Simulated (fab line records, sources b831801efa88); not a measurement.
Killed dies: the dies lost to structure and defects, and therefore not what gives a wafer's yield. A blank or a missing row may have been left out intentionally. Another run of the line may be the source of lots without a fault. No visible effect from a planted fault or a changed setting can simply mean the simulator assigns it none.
Matching of chambers | flow sky130 | SKY_VIA4_CMP_02 on cmp-02: 4 sister chambers
The step polishes SiO2. 4 wafers are shown with their chamber, then 8 later ones without.

## EACH WAFER AND ITS CHAMBER
wafer  | chamber | motor-current-A (A)
L287.3 | 3       | 9.9
L288.3 | 2       | 10.9
L288.6 | 1       | 11.5
L289.2 | 0       | 11.3

## WAFERS WITH NO CHAMBER GIVEN
wafer  | motor-current-A (A)
L289.5 | 11.9
L289.6 | 10.9
L302.1 | 11.6
L302.2 | 10.0
L302.5 | 10.2
L304.3 | 10.4
L304.4 | 11.0
L304.6 | 10.8

## EACH ONE'S CHAMBER
wafer  | from the rows above          | in truth
L289.5 | can't be placed: 1 or 0      | 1
L289.6 | can't be placed: 2 or 0      | 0
L302.1 | can't be placed: 1 or 0      | 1
L302.2 | 3                            | 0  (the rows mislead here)
L302.5 | can't be placed: 3 or 2      | 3
L304.3 | can't be placed: 2 or 3 or 0 | 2
L304.4 | can't be placed: 2 or 0 or 1 | 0
L304.6 | can't be placed: 2 or 0      | 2
Correct placement for 0 of the 8. These rows do not allow placing 7 (true chamber among the candidates in 7). 1 placed wrongly.
How it was worked out, from the rows above alone: a wafer's distance from a chamber is the root of the sum, over the readings, of the square of ((its reading less the chamber's mean) divided by the reading's scatter). If the next closest chamber is less than 2 further off than the closest, the wafer can't be placed; otherwise it belongs to the closest. Each chamber's mean is taken over the wafers shown for it. The scatter: root of mean squared gap, hidden wafer to nearest shown wafer, with one shown wafer a chamber.
